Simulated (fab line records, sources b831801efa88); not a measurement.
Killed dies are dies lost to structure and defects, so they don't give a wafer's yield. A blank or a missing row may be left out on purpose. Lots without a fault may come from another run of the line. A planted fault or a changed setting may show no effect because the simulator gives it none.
A struck lot beside a sound one | flow gf180mcu | 16 steps out of a route of 602
Sound: wafers L251.3, L251.5, L251.6. Struck: wafers L257.2, L257.3. (L257.6 of the same lot was not struck and is left out.) The cause comes at the end.
At each step with rows: each side's tool, then ch and its chambers, then its first start. Under that, the readings that differ: sound wafers | struck wafers | difference of the means | sigmas: that difference in standard deviations of wafers without a fault.
alike: readings whose means differ by less than 2 such deviations, and words and numbers that are the same on both sides. not compared: withheld readings, readings that some wafer has no value for, bounds like >300 that may hide the same value, and numbers for which the record gives no deviation and whose values overlap.
The two part at a step that has a row with sigmas, a row that says differs or no value, or rows on one side only. Numbers that don't overlap but have no deviation are shown without sigmas and don't part them. A reading that every wafer of one side lacks parts them only if that side has two wafers or more.

first, 3 steps without rows for these wafers: GF_V4_EXPOSE_11 (exposes mask Via4, target cd 260 nm); GF_V4_PEB_12 (peb time 90 s); GF_V4_DEVELOP_13 (develop time 60 s).
GF_V4_CD_MEAS_14: target cd 260 nm.
  sound on cd_sem-02, day 28 13:43; struck on cd_sem-01, day 30 11:32
  alike: cd_nm
GF_V4_OVL_MEAS_15:
  sound on overlay-01, day 28 13:49; struck on overlay-02, day 30 11:38
  reading     | sound     | struck | difference | sigmas
  V4_OVL (nm) | -10 -3 -6 | 8 9    | +15        | +3
GF_V4_ETCH_16: etches BARC in N2/H2.
  sound on rie_diel-03 ch 0,2,3, day 28 13:50; struck on rie_diel-03 ch 2,3, day 30 11:40
  alike: drypump_motor_current_A, oes_product_au, throttle_valve_pct
GF_V4_ETCH_17: etches SiO2 in C4F8/O2/Ar, stops on TiN, target depth 630 nm.
  sound on rie_diel-03 ch 0,2,3; struck on rie_diel-03 ch 2,3
  reading               | sound             | struck      | difference | sigmas
  oes_product_au (a.u.) | 0.849 0.846 0.843 | 0.856 0.862 | +0.013     | +3
GF_V4_STRIP_18: strips in O2/N2.
  sound on plasma_asher-02 ch 0,1, day 28 14:00; struck on plasma_asher-02 ch 1, day 30 11:47
  alike: drypump_motor_current_A, heater_power_w, oes_product_au
  not compared: rf_hours_counter_h
then, 2 steps without rows for these wafers: GF_V4_STRIP_19 (strips in post etch residue remover, time 1200 s); GF_V4_CLEAN_20 (cleans in DIW).
GF_V4_SPUTTER_21: material Ti, target thk 15 nm, time 80.02 s.
  sound on pvd_sputter-03, day 28 14:30; struck on pvd_sputter-02, day 30 12:20
  alike: throttle_valve_pct
GF_V4_SPUTTER_22: material TiN, target thk 10 nm, time 40 s.
  sound on pvd_sputter-03, day 28 14:34; struck on pvd_sputter-02, day 30 12:24
  alike: throttle_valve_pct
GF_V4_CVD_23: deposits W, target thk 350 nm, time 104.9 s.
  sound on cvd_w-01 ch 0,1, day 28 14:38; struck on cvd_w-01 ch 1, day 30 12:26
  reading                          | sound           | struck      | difference | sigmas
  model.W_of_V4_CVD_23.thk_nm (nm) | 347 344.3 341.1 | 337.7 338.4 | -6.1       |
  alike: heater_power_w
  not compared: since_wet_clean_h
GF_V4_RS_MEAS_24: measures by four-point-probe.
  sound on film_metro-02, day 28 14:45; struck on film_metro-02, day 30 12:34
  alike: V4_W_RS
  not compared: hold
GF_V4_THK_MEAS_25: measures by xrf.
  sound on film_metro-02, day 28 14:51; struck on film_metro-02, day 30 12:41
  alike: V4_W_THK
  not compared: hold
-- the record jumps here: 4 days lie between the struck wafers' starts before and after (it left off in module V4 and takes up again in module PASSIVATION, whose first step shown is number 602 of the route) --
GF_PASSIVATION_PROBE_99:
  the record has rows for the struck wafers here (prober-02, day 34 09:57) and none for the sound ones

WHERE THEY PART
First at GF_V4_OVL_MEAS_15; last, within this record, at GF_PASSIVATION_PROBE_99.

WHY: what the simulator had put in
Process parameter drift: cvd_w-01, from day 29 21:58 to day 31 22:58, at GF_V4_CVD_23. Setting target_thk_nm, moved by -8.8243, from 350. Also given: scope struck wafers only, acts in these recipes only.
